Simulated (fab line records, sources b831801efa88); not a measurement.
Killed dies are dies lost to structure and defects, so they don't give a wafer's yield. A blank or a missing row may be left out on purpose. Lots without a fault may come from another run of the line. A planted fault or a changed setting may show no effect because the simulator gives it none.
Which tool did it? | flow gf180mcu | 14 lots, 42 wafers sampled, at 4 steps of a route of 602

WHAT THE GAUGES READ, wafer by wafer
GF_VT_IMPLANT_TW_MEAS_10. Usual: VT_IMPLANT_TW 563, standard deviation 4.
lot  | measured     | on            | VT_IMPLANT_TW | flag
L682 | day 5 15:37  | film_metro-02 | 557 557 557   |
L683 | day 5 18:49  | film_metro-03 | 569 569 565   |
L684 | day 6 01:03  | film_metro-03 | 569 566 567   |
L685 | day 6 08:52  | film_metro-02 | 558 562 559   |
L686 | day 6 13:35  | film_metro-04 | 566 562 564   |
L690 | day 7 14:55  | film_metro-02 | 559 561 563   |
L692 | day 8 04:46  | film_metro-04 | 567 565 565   |
L693 | day 8 12:06  | film_metro-02 | 562 562 557   |
L695 | day 8 20:54  | film_metro-02 | 561 557 560   |
L697 | day 9 14:13  | film_metro-04 | 562 561 562   |
L700 | day 10 05:18 | film_metro-03 | 566 568 569   |
L702 | day 10 16:51 | film_metro-02 | 559 560 560   |
L704 | day 11 06:06 | film_metro-04 | 560 561 562   |
L705 | day 11 14:44 | film_metro-02 | 562 560 562   |

GF_VT_IMPLANT_RS_MEAS_47: measures by four-point-probe. Usual: NWELL_RS 488.3 ohm/sq, standard deviation 1.4.
lot  | measured     | on            | NWELL_RS (ohm/sq) | flag
L682 | day 7 14:38  | film_metro-04 | 488.5 489.1 487.9 |
L683 | day 7 17:56  | film_metro-01 | 488.7 488.6 487.2 |
L684 | day 8 00:42  | film_metro-03 | 488.0 489.0 487.3 |
L685 | day 8 10:17  | film_metro-03 | 487.4 489.3 488.9 |
L686 | day 8 13:34  | film_metro-03 | 488.7 488.3 488.6 |
L690 | day 9 17:49  | film_metro-04 | 490.7 489.8 489.0 |
L692 | day 10 08:49 | film_metro-01 | 487.7 484.6 487.0 |
L693 | day 10 15:18 | film_metro-03 | 488.7 488.4 488.2 |
L695 | day 11 01:56 | film_metro-01 | 487.0 487.1 486.2 |
L697 | day 11 20:41 | film_metro-01 | 487.6 487.4 488.7 |
L700 | day 12 13:51 | film_metro-04 | 487.6 489.3 487.5 |
L702 | day 13 01:26 | film_metro-01 | 485.0 485.5 485.3 |
L704 | day 13 17:44 | film_metro-04 | 488.0 489.1 489.6 |
L705 | day 14 02:06 | film_metro-04 | 490.4 490.6 491.5 |

GF_POLY_GATE_CD_MEAS_10: target cd 280 nm. Usual: cd_nm 279.7 nm, standard deviation 1.3.
lot  | measured     | on        | cd_nm (nm)        | flag
L682 | day 9 06:40  | cd_sem-02 | 279.8 278.5 279.9 |
L683 | day 9 11:50  | cd_sem-01 | 280.1 280.3 280.7 |
L684 | day 9 17:28  | cd_sem-01 | 279.1 279.7 280.3 |
L685 | day 10 03:25 | cd_sem-01 | 279.4 281.0 279.4 |
L686 | day 10 06:33 | cd_sem-01 | 281.1 281.4 281.6 |
L690 | day 11 11:48 | cd_sem-02 | 279.6 280.1 280.4 |
L692 | day 12 04:23 | cd_sem-01 | 277.5 278.2 278.1 |
L693 | day 12 11:07 | cd_sem-01 | 282.0 280.9 281.0 |
L695 | day 12 21:25 | cd_sem-01 | 279.2 279.7 280.6 |
L697 | day 13 18:10 | cd_sem-02 | 281.0 280.9 280.0 |
L700 | day 14 14:02 | cd_sem-02 | 280.8 280.5 279.7 |
L702 | day 15 01:04 | cd_sem-01 | 278.6 279.1 279.0 |
L704 | day 15 18:04 | cd_sem-01 | 280.1 281.3 281.6 |
L705 | day 16 03:32 | cd_sem-01 | 281.8 283.0 280.9 |

WHICH TOOL RAN EACH LOT (tool, then ch and the chambers of the sampled wafers, then the start)
lot  | GF_VT_IMPLANT_CLEAN_44
L682 | wet_bench-03 ch 1, day 7 14:22
L683 | wet_bench-02 ch 0, day 7 17:40
L684 | wet_bench-03 ch 2, day 8 00:25
L685 | wet_bench-02 ch 1, day 8 10:01
L686 | wet_bench-03 ch 1, day 8 13:16
L690 | wet_bench-02 ch 2, day 9 17:31
L692 | wet_bench-04 ch 0, day 10 08:31
L693 | wet_bench-04 ch 1, day 10 15:02
L695 | wet_bench-04 ch 1, day 11 01:40
L697 | wet_bench-03 ch 0, day 11 20:22
L700 | wet_bench-04 ch 2, day 12 13:34
L702 | wet_bench-02 ch 3, day 13 01:10
L704 | wet_bench-04 ch 3, day 13 17:27
L705 | wet_bench-02 ch 2, day 14 01:46
- GF_VT_IMPLANT_CLEAN_44: cleans in SC1/SC2, time 150 s.

WHAT THE TOOLS THEMSELVES READ (means of the sampled wafers that have a number; where no wafer has one, the mark that the record gives instead)
GF_VT_IMPLANT_CLEAN_44. Usual: run_length_s 178 s, standard deviation 4.1.
lot  | tool         | run_length_s (s) | flag
L682 | wet_bench-03 | 176              |
L683 | wet_bench-02 | 176              |
L684 | wet_bench-03 | 184              |
L685 | wet_bench-02 | 176              |
L686 | wet_bench-03 | 175              |
L690 | wet_bench-02 | 176              |
L692 | wet_bench-04 | 183              |
L693 | wet_bench-04 | 184              |
L695 | wet_bench-04 | 184              |
L697 | wet_bench-03 | 186              |
L700 | wet_bench-04 | 99               | OFF
L702 | wet_bench-02 | 177              |
L704 | wet_bench-04 | 98               | OFF
L705 | wet_bench-02 | 175              |

THE ANSWER, worked out from the rows above alone
Rule: a lot is off if the mean of its wafers that have a number lies more than 3 standard deviations from the usual mean. A lot without any number at a reading at which 4 lots or more have one is off too. The other lots that the step has rows for count as sound. The gauges are gone through in route order, then the tools' own readings, and for those a lot's mean is taken as printed above. The first step at which some lot is off is used, and at that step the reading that is off furthest; a lot without a number counts as furthest.
Off: L700, L704, at GF_VT_IMPLANT_CLEAN_44 (run_length_s).
A tool fits if, at that step or a process step before it, it ran every lot that is off, and no sound lot after the first of them. One fits: wet_bench-04 at GF_VT_IMPLANT_CLEAN_44. Its last sound lot is L695 (day 11 01:40), its first lot that is off L700 (day 12 13:34): a fault that began between those two fits.
The tool's own readings at GF_VT_IMPLANT_CLEAN_44 bear it out: on the lots that are off they differ by more than 5 times the standard deviation of the sound lots' means. run_length_s reads 98 s there against 179 s on the sound lots.

WHAT THE SIMULATOR HAD PUT IN
Process parameter drift: wet_bench-04, from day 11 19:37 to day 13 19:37, at GF_VT_IMPLANT_CLEAN_44. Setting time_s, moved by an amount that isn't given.
Lots struck among those shown: L700, L704. The rule above found the same.
